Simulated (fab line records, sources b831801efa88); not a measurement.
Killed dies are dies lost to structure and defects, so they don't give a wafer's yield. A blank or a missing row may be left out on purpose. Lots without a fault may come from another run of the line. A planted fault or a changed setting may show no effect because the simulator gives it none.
fab line records | flow sky130
record lots=5 wafers=15 last_day=49
route steps=708 shown LDD_LDN@295 SPACER@304 POLY_CUT@307 SD_P@320 RES_XHIGH@332
lots that met no fault: from a run of the same line without faults
start_h: hours from the record's first day to the start of the lot's first wafer shown | wait_h: hours since the lot's step before | " the same as in the row above | L1.1+2: a row that stands for several wafers | - no value, or no start given | * or withheld: withheld | < > ~ a bound
route shown NAME@n: a module of which the file shows steps, and the number in the route of the first | usual: mean/standard deviation of fault-free wafers | same: alike in all rows | chamber/n: place in a boat | sites: the reading at each site | _std_site: their standard deviation | _edge_site: outer sites' mean less inner sites' | radius_mm: how far each site lies from the wafer's centre | mask NAME#n: copy n | behind: the tool/chamber that last shaped the wafer | hold: why the lot was held/for how many hours/how that ended | device: the transistor (n, p or np) that didn't switch | end of line: the same wafers' tests at the end of the route | a step without rows: its recipe alone | killed: dies lost to structure and defects at the first sort, not the wafer's yield | map: a wafer's dies, x killed, . not, _ none there
set.NAME: the setting as run; set.NAME@STEP: as run at that earlier step | model.NAME: the simulator's own value behind a step, which no gauge read
lots at some steps of the route; a table a step, a row a wafer
services: from which hour (start_h, from the record's first day; less than 0 if before it) a tool's chamber was out of use, for how many hours, and why
## steps
# step SKY_LDD_LDN_DEVELOP_06
# recipe resist=NOVOLAK developer=TMAH develop_time_s=60 dev_temp_c=23
# columns lot.wafer tool chamber start_h wait_h
L081.2+4+6 litho_track-04 0 597.87 0.1
L083.1+3+5 litho_track-03 0 606.58 0.1
L090.1+2+5 litho_track-01 0 668.55 0.1
L091.2+3+6 litho_track-03 0 672.45 0.1
L092.1+2+6 litho_track-04 0 677.44 0.1
# step SKY_LDD_LDN_OVL_MEAS_07
# usual LDD_LDN_OVL=-0.1/1.4
# columns lot.wafer tool chamber start_h wait_h LDD_LDN_OVL[nm]
L081.2 overlay-01 - 598.00 0.1 0.0
L081.4 " - " " -1.1
L081.6 " - " " 0.3
L083.1 overlay-02 - 606.73 0.1 -2.3
L083.3 " - " " -3.6
L083.5 " - " " -2.9
L090.1 overlay-01 - 668.70 0.1 0.9
L090.2 " - " " 0.2
L090.5 " - " " -1.2
L091.2 overlay-02 - 672.58 0.1 1.9
L091.3 " - " " 2.0
L091.6 " - " " 3.0
L092.1 overlay-02 - 677.59 0.1 -2.0
L092.2 " - " " -1.2
L092.6 " - " " -0.1
# step SKY_LDD_LDN_IMPLANT_08
# recipe species=As energy_kev=15 dose_cm2=1.25e+13 tilt_deg=withheld rotation_deg=23
# columns lot.wafer tool chamber start_h wait_h
L081.2+4+6 implanter-03 0 598.05 0.0
L083.1+3+5 implanter-03 0 606.76 0.0
L090.1+2+5 implanter-02 0 668.74 0.0
L091.2+3+6 implanter-03 0 672.64 0.0
L092.1+2+6 implanter-04 0 677.63 0.0
# step SKY_LDD_LDN_IMPLANT_09
# recipe species=As energy_kev=15 dose_cm2=1.25e+13 tilt_deg=withheld rotation_deg=113
# columns lot.wafer tool chamber start_h wait_h
L081.2+4+6 implanter-03 0 598.20 0.1
L083.1+3+5 implanter-03 0 606.91 0.1
L090.1+2+5 implanter-02 0 668.89 0.1
L091.2+3+6 implanter-03 0 672.79 0.1
L092.1+2+6 implanter-04 0 677.78 0.1
# step SKY_LDD_LDN_IMPLANT_10
# recipe species=As energy_kev=15 dose_cm2=1.25e+13 tilt_deg=withheld rotation_deg=203
# columns lot.wafer tool chamber start_h wait_h
L081.2+4+6 implanter-03 0 598.35 0.1
L083.1+3+5 implanter-03 0 607.06 0.1
L090.1+2+5 implanter-02 0 669.04 0.1
L091.2+3+6 implanter-03 0 672.94 0.1
L092.1+2+6 implanter-04 0 677.93 0.1
# step SKY_LDD_LDN_IMPLANT_11
# recipe species=As energy_kev=15 dose_cm2=1.25e+13 tilt_deg=withheld rotation_deg=293
# columns lot.wafer tool chamber start_h wait_h
L081.2+4+6 implanter-03 0 598.50 0.1
L083.1+3+5 implanter-03 0 607.21 0.1
L090.1+2+5 implanter-02 0 669.19 0.1
L091.2+3+6 implanter-03 0 673.09 0.1
L092.1+2+6 implanter-04 0 678.08 0.1
# step SKY_LDD_LDN_STRIP_12
# recipe chemistry=O2/N2 power_w=1400 pressure_mtorr=1500 platen_temp_c=withheld o2_flow_sccm=3000 n2_flow_sccm=300 overash_fraction=0.5
# usual drypump_motor_current_A=6.13/0.17 n2_flow_sccm=300.1/0.81 oes_product_au=0.716/0.0048 strip_time_to_endpoint_s=14.19/0.04
# columns lot.wafer tool chamber start_h wait_h drypump_motor_current_A n2_flow_sccm oes_product_au rf_hours_counter_h strip_time_to_endpoint_s
L081.2 plasma_asher-02 0 598.63 0.1 6.08 300.5 0.716 82 14.19
L081.4 " 0 " " 6.06 301.8 0.717 - 14.17
L081.6 " 1 " " 6.35 300.2 0.715 - 14.15
L083.1 plasma_asher-04 1 607.36 0.1 6.11 299.1 0.719 18 14.14
L083.3 " 1 " " 6.11 300.2 0.716 - 14.13
L083.5 " 0 " " 6.23 300.5 0.722 - 14.14
L090.1 plasma_asher-03 1 669.34 0.1 6.15 300.1 0.715 52 14.22
L090.2 " 0 " " 5.71 298.8 0.712 52 14.20
L090.5 " 1 " " 6.20 299.3 0.718 - 14.18
L091.2 plasma_asher-02 1 673.21 0.1 6.36 300.4 0.718 88 14.16
L091.3 " 1 " " 6.30 300.6 0.711 - 14.24
L091.6 " 1 " " 6.31 300.4 0.712 - 14.19
L092.1 plasma_asher-04 0 678.23 0.1 6.24 298.8 0.712 26 14.11
L092.2 " 1 " " 6.11 300.8 0.715 26 14.14
L092.6 " 0 " " 6.27 300.4 0.715 - 14.18
# step SKY_LDD_LDN_TW_MEAS_13
# usual LDD_LDN_TW=1477/16
# columns lot.wafer tool chamber start_h wait_h LDD_LDN_TW
L081.2 film_metro-02 - 598.74 0.1 1467
L081.4 " - " " 1453
L081.6 " - " " 1458
L083.1 film_metro-01 - 607.46 0.1 1479
L083.3 " - " " 1479
L083.5 " - " " 1477
L090.1 film_metro-04 - 669.44 0.1 1503
L090.2 " - " " 1501
L090.5 " - " " 1499
L091.2 film_metro-02 - 673.32 0.1 1455
L091.3 " - " " 1455
L091.6 " - " " 1460
L092.1 film_metro-02 - 678.33 0.1 1458
L092.2 " - " " 1458
L092.6 " - " " 1460
# step SKY_LDD_LDN_CLEAN_14
# recipe chemistry=SC1/SC2 mix=1:4:20 temp_c=70 time_s=150 dry=n2_spin
# columns lot.wafer tool chamber start_h wait_h
L081.2+4+6 wet_bench-02 1 598.79 0.0
L083.1+3+5 wet_bench-03 0 607.52 0.1
L090.1+2+5 wet_bench-04 0 669.50 0.1
L091.2+3+6 wet_bench-04 3 673.37 0.0
L092.1+2+6 wet_bench-02 1 678.39 0.1
# step SKY_SPACER_CVD_00
# recipe material=Si3N4 precursor=DCS/NH3 target_thk_nm=43.1 temp_c=770 time_s=740 pressure_mtorr=250
# usual spike_tc_bottom_C=789/3.9 susceptor_temp_C=769.9/0.32
# columns lot.wafer tool chamber start_h wait_h spike_tc_bottom_C susceptor_temp_C
L081.2 lpcvd-02 1 600.76 1.9 793 769.6
L081.4 " 1 " " 794 770.1
L081.6 " 1 " " 792 770.4
L083.1 lpcvd-02 1 608.39 0.8 794 770.3
L083.3 " 1 " " 794 769.9
L083.5 " 1 " " 792 769.5
L090.1 lpcvd-02 0 670.73 1.2 786 770.0
L090.2 " 0 " " 785 769.8
L090.5 " 0 " " 785 770.2
L091.2 lpcvd-02 0 674.90 1.5 786 770.7
L091.3 " 0 " " 787 769.6
L091.6 " 0 " " 786 769.5
L092.1 lpcvd-02 0 678.44 0.0 786 770.3
L092.2 " 0 " " 786 770.2
L092.6 " 0 " " 787 769.8
# step SKY_SPACER_THK_MEAS_01
# recipe reads=Si3N4_of_SPACER_CVD_00
# usual SPACER_CVD_00_THK=43.2/0.42
# columns lot.wafer tool chamber start_h wait_h SPACER_CVD_00_THK[nm]
L081.2 film_metro-04 - 602.58 0.0 43.0
L081.4 " - " " 43.1
L081.6 " - " " 43.1
L083.1 film_metro-04 - 611.10 0.0 42.1
L083.3 " - " " 42.2
L083.5 " - " " 42.2
L090.1 film_metro-04 - 672.54 0.0 42.8
L090.2 " - " " 42.8
L090.5 " - " " 42.9
L091.2 film_metro-04 - 677.63 0.0 43.8
L091.3 " - " " 43.8
L091.6 " - " " 43.6
L092.1 film_metro-01 - 680.24 0.0 43.6
L092.2 " - " " 43.3
L092.6 " - " " 43.4
# step SKY_SPACER_ETCHBACK_02
# recipe chemistry=CH3F/O2 target=Si3N4 stop_on=SiO2 source_w=400 bias_w=80 pressure_mtorr=25 ch3f_flow_sccm=40 O2_flow_sccm=30 time_s=46.7 target_depth_a=450
# usual O2_flow_sccm=30.00/0.087 drypump_motor_current_A=5.8/0.57 oes_product_au=0.855/0.0066 throttle_valve_pct=10.563/0.0094
# columns lot.wafer tool chamber start_h wait_h O2_flow_sccm drypump_motor_current_A oes_product_au rf_hours_counter_h throttle_valve_pct
L081.2 rie_diel-04 0 602.63 0.0 30.05 6.1 0.849 8 10.561
L081.4 " 1 " " 30.17 5.0 0.850 13 10.564
L081.6 " 0 " " 30.00 6.1 0.855 - 10.569
L083.1 rie_diel-04 0 611.16 0.1 29.88 6.1 0.841 8 10.558
L083.3 " 2 " " 29.96 5.9 0.850 28 10.564
L083.5 " 3 " " 30.06 5.2 0.851 - 10.565
L090.1 rie_diel-02 1 672.60 0.1 30.01 4.8 0.850 11 10.552
L090.2 " 0 " " 29.96 6.2 0.850 0 10.563
L090.5 " 1 " " 30.14 4.8 0.855 - 10.569
L091.2 rie_diel-04 3 677.68 0.0 30.00 5.2 0.865 6 10.585
L091.3 " 1 " " 30.05 5.0 0.866 14 10.563
L091.6 " 3 " " 29.99 5.2 0.857 - 10.561
L092.1 rie_diel-02 3 680.30 0.1 30.00 6.6 0.863 2 10.565
L092.2 " 1 " " 30.09 4.8 0.860 11 10.564
L092.6 " 1 " " 30.00 4.9 0.844 - 10.564
# step SKY_POLY_CUT_DEHYDRATE_00
# recipe temp_c=200 time_s=60
# columns lot.wafer tool chamber start_h wait_h
L081.2+4+6 litho_track-01 0 617.18 14.5
L083.1+3+5 litho_track-01 0 624.50 13.3
L090.1+2+5 litho_track-01 0 685.70 13.1
L091.2+3+6 litho_track-02 0 691.21 13.5
L092.1+2+6 litho_track-01 0 693.55 13.2
# step SKY_POLY_CUT_HMDS_01
# recipe prime_time_s=60 prime_temp_c=120
# columns lot.wafer tool chamber start_h wait_h
L081.2+4+6 litho_track-01 0 617.33 0.1
L083.1+3+5 litho_track-01 0 624.65 0.1
L090.1+2+5 litho_track-01 0 685.85 0.1
L091.2+3+6 litho_track-02 0 691.36 0.1
L092.1+2+6 litho_track-01 0 693.70 0.1
# step SKY_POLY_CUT_COAT_02
# recipe resist=BARC temp_c=withheld time_s=withheld spin_rpm=3000 resist_thk_nm=60
# columns lot.wafer tool chamber start_h wait_h
L081.2+4+6 litho_track-01 0 617.48 0.1
L083.1+3+5 litho_track-01 0 624.80 0.1
L090.1+2+5 litho_track-01 0 686.00 0.1
L091.2+3+6 litho_track-02 0 691.51 0.1
L092.1+2+6 litho_track-01 0 693.85 0.1
# step SKY_POLY_CUT_COAT_03
# recipe resist=KrF-thick spin_rpm=3000 resist_thk_nm=450
# columns lot.wafer tool chamber start_h wait_h
L081.2+4+6 litho_track-01 0 - -
L083.1+3+5 litho_track-01 0 - -
L090.1+2+5 litho_track-01 0 - -
L091.2+3+6 litho_track-02 0 - -
L092.1+2+6 litho_track-01 0 - -
# step SKY_POLY_CUT_SOFTBAKE_04
# recipe temp_c=100 time_s=90 resist=KrF-thick
# columns lot.wafer tool chamber start_h wait_h
L081.2+4+6 litho_track-01 0 - -
L083.1+3+5 litho_track-01 0 - -
L090.1+2+5 litho_track-01 0 - -
L091.2+3+6 litho_track-02 0 - -
L092.1+2+6 litho_track-01 0 - -
# step SKY_POLY_CUT_EXPOSE_05
# recipe mask_id=NPCM na=0.8 source_shape=annular sigma_inner=0.55 sigma_outer=0.85 target_cd_nm=270 dose_mj=32
# columns lot.wafer tool chamber start_h wait_h mask
L081.2+4+6 krf_scanner-01 0 - - NPCM#0
L083.1+3+5 krf_scanner-01 0 - - NPCM#0
L090.1+2+5 krf_scanner-01 0 - - NPCM#0
L091.2+3+6 krf_scanner-02 0 - - NPCM#0
L092.1+2+6 krf_scanner-02 0 - - NPCM#0
# step SKY_POLY_CUT_PEB_06
# recipe peb_temp_c=withheld peb_time_s=withheld resist=KrF-thick
# columns lot.wafer tool chamber start_h wait_h
L081.2+4+6 litho_track-02 0 - -
L083.1+3+5 litho_track-02 0 - -
L090.1+2+5 litho_track-01 0 - -
L091.2+3+6 litho_track-02 0 - -
L092.1+2+6 litho_track-02 0 - -
# step SKY_POLY_CUT_DEVELOP_07
# recipe develop_time_s=60 resist=KrF-thick dev_temp_c=21
# columns lot.wafer tool chamber start_h wait_h
L081.2+4+6 litho_track-02 0 - -
L083.1+3+5 litho_track-02 0 - -
L090.1+2+5 litho_track-01 0 - -
L091.2+3+6 litho_track-02 0 - -
L092.1+2+6 litho_track-02 0 - -
# step SKY_POLY_CUT_CD_MEAS_08
# recipe target_cd_nm=270
# usual cd_nm=269.8/1.2
# columns lot.wafer tool chamber start_h wait_h cd_nm
L081.2 cd_sem-02 - 631.86 - 270.1
L081.4 " - " " 270.1
L081.6 " - " " 269.6
L083.1 cd_sem-01 - 639.94 - 270.3
L083.3 " - " " 270.9
L083.5 " - " " 270.4
L090.1 cd_sem-02 - 700.35 - 269.9
L090.2 " - " " 269.7
L090.5 " - " " 271.0
L091.2 cd_sem-01 - 706.26 - 269.2
L091.3 " - " " 269.7
L091.6 " - " " 268.9
L092.1 cd_sem-01 - 708.39 - 271.8
L092.2 " - " " 272.5
L092.6 " - " " 271.2
# step SKY_POLY_CUT_OVL_MEAS_09
# usual POLY_CUT_OVL=1/6.2
# columns lot.wafer tool chamber start_h wait_h POLY_CUT_OVL[nm]
L081.2 overlay-01 - 631.96 0.1 6
L081.4 " - " " 8
L081.6 " - " " 1
L083.1 overlay-01 - 640.06 0.1 3
L083.3 " - " " 3
L083.5 " - " " 8
L090.1 overlay-02 - 700.47 0.1 0
L090.2 " - " " 0
L090.5 " - " " -3
L091.2 overlay-01 - 706.36 0.1 4
L091.3 " - " " -1
L091.6 " - " " 7
L092.1 overlay-01 - 708.51 0.1 -6
L092.2 " - " " -5
L092.6 " - " " -5
# step SKY_POLY_CUT_ETCH_10
# recipe chemistry=N2/H2 target=BARC ion_energy_ev=200 source_w=500 bias_w=100 pressure_mtorr=30 n2_flow_sccm=100 h2_flow_sccm=200 stop_on=SiO2 time_s=45.9 target_depth_a=600
# usual drypump_motor_current_A=5.9/0.48 n2_flow_sccm=100.0/0.31 oes_product_au=0.855/0.0052 throttle_valve_pct=13.224/0.0095
# columns lot.wafer tool chamber start_h wait_h drypump_motor_current_A n2_flow_sccm oes_product_au rf_hours_counter_h throttle_valve_pct
L081.2 rie_diel-03 0 631.99 0.0 5.7 100.3 0.851 2 13.229
L081.4 " 1 " " 6.7 100.1 0.858 64 13.230
L081.6 " 1 " " 6.7 100.0 0.850 - 13.220
L083.1 rie_diel-03 0 640.09 0.0 5.7 100.1 0.859 2 13.232
L083.3 " 2 " " 5.7 99.8 0.856 47 13.230
L083.5 " 1 " " 6.7 100.0 0.852 - 13.216
L090.1 rie_diel-03 0 700.51 0.0 5.7 100.2 0.851 4 13.210
L090.2 " 3 " " 6.4 100.1 0.856 42 13.224
L090.5 " 1 " " 6.6 99.3 0.857 - 13.225
L091.2 rie_diel-04 0 706.39 0.0 6.1 99.9 0.854 10 13.228
L091.3 " 3 " " 5.2 100.0 0.847 7 13.240
L091.6 " 3 " " 5.2 99.7 0.847 - 13.227
L092.1 rie_diel-03 0 708.54 0.0 5.7 99.5 0.853 4 13.234
L092.2 " 3 " " 6.4 99.8 0.856 42 13.219
L092.6 " 1 " " 6.6 100.0 0.856 - 13.216
# step SKY_POLY_CUT_ETCH_11
# recipe target=Si3N4 chemistry=CF4/CH2F2/Ar stop_on=poly-Si source_w=600 bias_w=150 pressure_mtorr=40 cf4_flow_sccm=40 ch2f2_flow_sccm=20 Ar_flow_sccm=150 time_s=42.5 target_depth_a=600
# usual drypump_motor_current_A=5.8/0.48 oes_product_au=0.828/0.0058 throttle_valve_pct=14.994/0.0088
# columns lot.wafer tool chamber start_h wait_h drypump_motor_current_A oes_product_au rf_hours_counter_h throttle_valve_pct
L081.2 rie_diel-03 0 632.04 0.0 5.7 0.828 2 14.988
L081.4 " 1 " " 6.6 0.827 64 14.983
L081.6 " 1 " " 6.7 0.827 - 14.994
L083.1 rie_diel-03 0 640.14 0.0 5.7 0.825 2 14.978
L083.3 " 2 " " 5.7 0.824 47 14.998
L083.5 " 1 " " 6.7 0.828 - 14.985
L090.1 rie_diel-03 0 700.55 0.0 5.7 0.836 4 14.989
L090.2 " 3 " " 6.4 0.827 42 14.989
L090.5 " 1 " " 6.7 0.833 - 14.998
L091.2 rie_diel-04 0 706.44 0.0 6.1 0.831 10 14.983
L091.3 " 3 " " 5.2 0.829 7 14.986
L091.6 " 3 " " 5.2 0.834 - 15.006
L092.1 rie_diel-03 0 708.59 0.0 5.7 0.828 4 14.975
L092.2 " 3 " " 6.4 0.831 42 15.009
L092.6 " 1 " " 6.7 0.834 - 14.991
# step SKY_POLY_CUT_STRIP_12
# recipe chemistry=O2/N2 power_w=1400 pressure_mtorr=1500 platen_temp_c=withheld o2_flow_sccm=3000 n2_flow_sccm=300 overash_fraction=0.5
# usual drypump_motor_current_A=5.98/0.28 n2_flow_sccm=300.0/0.9 oes_product_au=0.452/0.0049 strip_time_to_endpoint_s=5.366/0.02
# columns lot.wafer tool chamber start_h wait_h drypump_motor_current_A n2_flow_sccm oes_product_au rf_hours_counter_h strip_time_to_endpoint_s
L081.2 plasma_asher-03 1 632.08 0.0 6.18 299.5 0.439 48 5.400
L081.4 " 1 " " 6.18 299.5 0.449 - 5.382
L081.6 " 1 " " 6.18 300.5 0.451 - 5.386
L083.1 plasma_asher-03 1 640.18 0.0 6.16 300.3 0.452 49 5.380
L083.3 " 1 " " 6.19 300.0 0.450 - 5.367
L083.5 " 0 " " 5.71 298.4 0.450 - 5.402
L090.1 plasma_asher-02 1 700.59 0.0 6.35 299.1 0.457 91 5.381
L090.2 " 0 " " 6.06 300.9 0.459 91 5.402
L090.5 " 0 " " 6.11 300.2 0.459 - 5.393
L091.2 plasma_asher-02 1 706.48 0.0 6.34 300.4 0.451 91 5.336
L091.3 " 0 " " 6.07 299.7 0.454 - 5.371
L091.6 " 0 " " 6.04 299.4 0.455 - 5.357
L092.1 plasma_asher-03 1 708.63 0.0 6.17 299.3 0.443 56 5.354
L092.2 " 0 " " 5.70 300.3 0.441 56 5.383
L092.6 " 0 " " 5.71 300.1 0.454 - 5.380
# step SKY_SD_P_DEHYDRATE_00
# recipe temp_c=200 time_s=60
# columns lot.wafer tool chamber start_h wait_h
L081.2+4+6 litho_track-04 0 646.02 13.9
L083.1+3+5 litho_track-03 0 653.68 13.5
L090.1+2+5 litho_track-04 0 713.49 12.9
L091.2+3+6 litho_track-03 0 719.70 13.2
L092.1+2+6 litho_track-04 0 721.99 13.3
# step SKY_SD_P_HMDS_01
# recipe prime_time_s=60 prime_temp_c=120
# columns lot.wafer tool chamber start_h wait_h
L081.2+4+6 litho_track-04 0 646.17 0.1
L083.1+3+5 litho_track-03 0 653.83 0.1
L090.1+2+5 litho_track-04 0 713.64 0.1
L091.2+3+6 litho_track-03 0 719.85 0.1
L092.1+2+6 litho_track-04 0 722.14 0.1
# step SKY_SD_P_COAT_02
# recipe resist=NOVOLAK spin_rpm=3000 resist_thk_nm=1140
# columns lot.wafer tool chamber start_h wait_h
L081.2+4+6 litho_track-04 0 646.32 0.1
L083.1+3+5 litho_track-03 0 653.98 0.1
L090.1+2+5 litho_track-04 0 713.79 0.1
L091.2+3+6 litho_track-03 0 720.00 0.1
L092.1+2+6 litho_track-04 0 722.29 0.1
# step SKY_SD_P_SOFTBAKE_03
# recipe temp_c=90 time_s=60 resist=NOVOLAK
# columns lot.wafer tool chamber start_h wait_h
L081.2+4+6 litho_track-04 0 646.47 0.1
L083.1+3+5 litho_track-03 0 654.13 0.1
L090.1+2+5 litho_track-04 0 713.94 0.1
L091.2+3+6 litho_track-03 0 720.15 0.1
L092.1+2+6 litho_track-04 0 722.44 0.1
# step SKY_SD_P_EXPOSE_04
# recipe mask_id=PSDM na=0.6 source_shape=conventional sigma_outer=0.6 polarization=unpolarized target_cd_nm=380 dose_mj=138
# columns lot.wafer tool chamber start_h wait_h mask
L081.2+4+6 iline_stepper-01 0 - - PSDM#0
L083.1+3+5 iline_stepper-02 0 - - PSDM#0
L090.1+2+5 iline_stepper-01 0 - - PSDM#0
L091.2+3+6 iline_stepper-01 0 - - PSDM#0
L092.1+2+6 iline_stepper-01 0 - - PSDM#0
# step SKY_SD_P_PEB_05
# recipe temp_c=withheld time_s=* resist=NOVOLAK
# columns lot.wafer tool chamber start_h wait_h
L081.2+4+6 litho_track-02 0 - -
L083.1+3+5 litho_track-03 0 - -
L090.1+2+5 litho_track-03 0 - -
L091.2+3+6 litho_track-03 0 - -
L092.1+2+6 litho_track-02 0 - -
# step SKY_SD_P_DEVELOP_06
# recipe resist=NOVOLAK developer=TMAH develop_time_s=60 dev_temp_c=23
# columns lot.wafer tool chamber start_h wait_h
L081.2+4+6 litho_track-02 0 660.81 0.1
L083.1+3+5 litho_track-03 0 667.68 0.1
L090.1+2+5 litho_track-03 0 730.68 0.1
L091.2+3+6 litho_track-03 0 733.70 0.1
L092.1+2+6 litho_track-02 0 735.99 0.1
# step SKY_SD_P_CD_MEAS_07
# recipe target_cd_nm=380
# usual cd_nm=380.4/2.5
# columns lot.wafer tool chamber start_h wait_h cd_nm
L081.2 cd_sem-01 - 660.96 0.1 381.2
L081.4 " - " " 379.3
L081.6 " - " " 380.2
L083.1 cd_sem-02 - 667.83 0.1 376.3
L083.3 " - " " 378.9
L083.5 " - " " 378.1
L090.1 cd_sem-01 - 730.83 0.1 385.8
L090.2 " - " " 384.7
L090.5 " - " " 383.3
L091.2 cd_sem-02 - 733.85 0.1 379.4
L091.3 " - " " 378.0
L091.6 " - " " 379.4
L092.1 cd_sem-02 - 736.14 0.1 384.6
L092.2 " - " " 383.6
L092.6 " - " " 381.6
# step SKY_SD_P_OVL_MEAS_08
# usual SD_P_OVL=-1.4/1.4
# columns lot.wafer tool chamber start_h wait_h SD_P_OVL[nm]
L081.2 overlay-02 - 661.06 0.1 -1.0
L081.4 " - " " -2.8
L081.6 " - " " -2.0
L083.1 overlay-01 - 667.95 0.1 -0.6
L083.3 " - " " 1.0
L083.5 " - " " -0.2
L090.1 overlay-01 - 730.95 0.1 -1.9
L090.2 " - " " -2.9
L090.5 " - " " -3.5
L091.2 overlay-01 - 733.96 0.1 0.9
L091.3 " - " " -0.4
L091.6 " - " " -0.8
L092.1 overlay-01 - 736.26 0.1 -1.1
L092.2 " - " " -3.1
L092.6 " - " " -2.8
# step SKY_SD_P_IMPLANT_09
# recipe species=BF2 energy_kev=20 dose_cm2=3e+15 tilt_deg=0
# columns lot.wafer tool chamber start_h wait_h
L081.2+4+6 implanter-04 0 661.12 0.0
L083.1+3+5 implanter-03 0 667.98 0.0
L090.1+2+5 implanter-04 0 730.99 0.0
L091.2+3+6 implanter-03 0 734.01 0.0
L092.1+2+6 implanter-01 0 736.29 0.0
# step SKY_SD_P_STRIP_10
# recipe chemistry=O2/N2 power_w=1400 pressure_mtorr=1500 platen_temp_c=withheld o2_flow_sccm=3000 n2_flow_sccm=300 overash_fraction=0.5
# usual drypump_motor_current_A=5.90/0.28 n2_flow_sccm=300.0/0.93 oes_product_au=0.618/0.0047 strip_time_to_endpoint_s=17.51/0.038
# columns lot.wafer tool chamber start_h wait_h drypump_motor_current_A n2_flow_sccm oes_product_au rf_hours_counter_h strip_time_to_endpoint_s
L081.2 plasma_asher-04 0 661.24 0.1 6.27 301.2 0.613 24 17.45
L081.4 " 0 " " 6.30 300.9 0.620 - 17.49
L081.6 " 1 " " 6.10 300.6 0.615 - 17.50
L083.1 plasma_asher-03 0 668.13 0.1 5.69 300.0 0.618 52 17.53
L083.3 " 1 " " 6.17 299.3 0.615 - 17.48
L083.5 " 0 " " 5.71 300.1 0.622 - 17.48
L090.1 plasma_asher-03 1 731.14 0.1 6.18 299.5 0.616 58 17.47
L090.2 " 0 " " 5.71 300.0 0.616 58 17.50
L090.5 " 1 " " 6.19 300.2 0.618 - 17.48
L091.2 plasma_asher-03 1 734.14 0.1 6.19 300.3 0.616 58 17.44
L091.3 " 1 " " 6.18 300.6 0.606 - 17.45
L091.6 " 0 " " 5.70 299.4 0.621 - 17.48
L092.1 plasma_asher-04 0 736.44 0.1 6.25 297.6 0.616 32 17.50
L092.2 " 1 " " 6.11 301.1 0.606 32 17.52
L092.6 " 0 " " 6.23 298.8 0.624 - 17.49
# step SKY_SD_P_TW_MEAS_11
# usual SD_P_TW=2817/19
# columns lot.wafer tool chamber start_h wait_h SD_P_TW
L081.2 film_metro-01 - 661.35 0.1 2841
L081.4 " - " " 2824
L081.6 " - " " 2839
L083.1 film_metro-02 - 668.23 0.1 2787
L083.3 " - " " 2798
L083.5 " - " " 2785
L090.1 film_metro-03 - 731.24 0.1 2834
L090.2 " - " " 2823
L090.5 " - " " 2833
L091.2 film_metro-01 - 734.25 0.1 2804
L091.3 " - " " 2815
L091.6 " - " " 2820
L092.1 film_metro-01 - 736.54 0.1 2811
L092.2 " - " " 2818
L092.6 " - " " 2802
# step SKY_RES_XHIGH_DEHYDRATE_00
# recipe temp_c=200 time_s=60
# columns lot.wafer tool chamber start_h wait_h
L081.2+4+6 litho_track-02 0 674.86 13.5
L083.1+3+5 litho_track-01 0 681.55 13.3
L090.1+2+5 litho_track-01 0 743.75 12.5
L091.2+3+6 litho_track-04 0 746.77 12.5
L092.1+2+6 litho_track-02 0 748.99 12.4
# step SKY_RES_XHIGH_HMDS_01
# recipe prime_time_s=60 prime_temp_c=120
# columns lot.wafer tool chamber start_h wait_h
L081.2+4+6 litho_track-02 0 675.01 0.1
L083.1+3+5 litho_track-01 0 681.70 0.1
L090.1+2+5 litho_track-01 0 743.90 0.1
L091.2+3+6 litho_track-04 0 746.92 0.1
L092.1+2+6 litho_track-02 0 749.14 0.1
# step SKY_RES_XHIGH_COAT_02
# recipe resist=NOVOLAK spin_rpm=3000 resist_thk_nm=1140
# columns lot.wafer tool chamber start_h wait_h
L081.2+4+6 litho_track-02 0 675.16 0.1
L083.1+3+5 litho_track-01 0 681.85 0.1
L090.1+2+5 litho_track-01 0 744.05 0.1
L091.2+3+6 litho_track-04 0 747.07 0.1
L092.1+2+6 litho_track-02 0 749.29 0.1
# step SKY_RES_XHIGH_SOFTBAKE_03
# recipe temp_c=90 time_s=60 resist=NOVOLAK
# columns lot.wafer tool chamber start_h wait_h
L081.2+4+6 litho_track-02 0 675.31 0.1
L083.1+3+5 litho_track-01 0 682.00 0.1
L090.1+2+5 litho_track-01 0 744.20 0.1
L091.2+3+6 litho_track-04 0 747.22 0.1
L092.1+2+6 litho_track-02 0 749.44 0.1
# step SKY_RES_XHIGH_EXPOSE_04
# recipe mask_id=URPM na=0.6 source_shape=conventional sigma_outer=0.6 polarization=unpolarized target_cd_nm=1270 dose_mj=140
# columns lot.wafer tool chamber start_h wait_h mask
L081.2+4+6 iline_stepper-01 0 - - URPM#0
L083.1+3+5 iline_stepper-02 0 - - URPM#0
L090.1+2+5 iline_stepper-01 0 - - URPM#0
L091.2+3+6 iline_stepper-02 0 - - URPM#0
L092.1+2+6 iline_stepper-02 0 - - URPM#0
# step SKY_RES_XHIGH_PEB_05
# recipe temp_c=withheld time_s=* resist=NOVOLAK
# columns lot.wafer tool chamber start_h wait_h
L081.2+4+6 litho_track-04 0 - -
L083.1+3+5 litho_track-01 0 - -
L090.1+2+5 litho_track-04 0 - -
L091.2+3+6 litho_track-01 0 - -
L092.1+2+6 litho_track-01 0 - -
# step SKY_RES_XHIGH_DEVELOP_06
# recipe resist=NOVOLAK developer=TMAH develop_time_s=60 dev_temp_c=23
# columns lot.wafer tool chamber start_h wait_h
L081.2+4+6 litho_track-04 0 689.12 0.1
L083.1+3+5 litho_track-01 0 695.40 0.1
L090.1+2+5 litho_track-04 0 758.04 0.1
L091.2+3+6 litho_track-01 0 760.48 0.1
L092.1+2+6 litho_track-01 0 762.45 0.1
# step SKY_RES_XHIGH_IMPLANT_07
# recipe species=BF2 energy_kev=20 dose_cm2=3.6e+14 tilt_deg=0
# columns lot.wafer tool chamber start_h wait_h
L081.2+4+6 implanter-01 0 689.27 0.1
L083.1+3+5 implanter-01 0 695.55 0.1
L090.1+2+5 implanter-03 0 758.19 0.1
L091.2+3+6 implanter-01 0 760.63 0.1
L092.1+2+6 implanter-02 0 762.60 0.1
## services
# columns tool chamber start_h hours kind
rie_diel-04 0 578.99 7.2 repair
plasma_asher-02 - 581.26 2.8 pm
implanter-04 - 608.93 2.4 repair
plasma_asher-02 - 619.50 15.6 pm
lpcvd-02 - 619.54 0.6 repair
iline_stepper-02 - 620.95 0.7 repair
iline_stepper-02 - 625.35 1.7 pm
rie_diel-03 3 638.15 3.8 repair
plasma_asher-03 - 643.88 1.2 repair
krf_scanner-01 - 651.21 0.8 pm
implanter-02 - 671.65 0.5 repair
plasma_asher-03 - 674.02 4.0 pm
iline_stepper-02 - 686.11 12.5 repair
krf_scanner-01 - 694.55 1.0 pm
iline_stepper-02 - 698.59 28.9 pm
krf_scanner-01 - 705.91 3.6 pm
iline_stepper-01 - 710.64 5.6 repair
rie_diel-04 - 714.74 0.6 repair
plasma_asher-04 - 724.47 0.4 repair
rie_diel-04 - 733.48 0.6 repair
implanter-04 - 736.65 1.2 repair
iline_stepper-01 - 737.67 1.7 pm
plasma_asher-04 - 743.99 3.5 repair
rie_diel-04 2 753.75 4.8 repair
## key
fault none
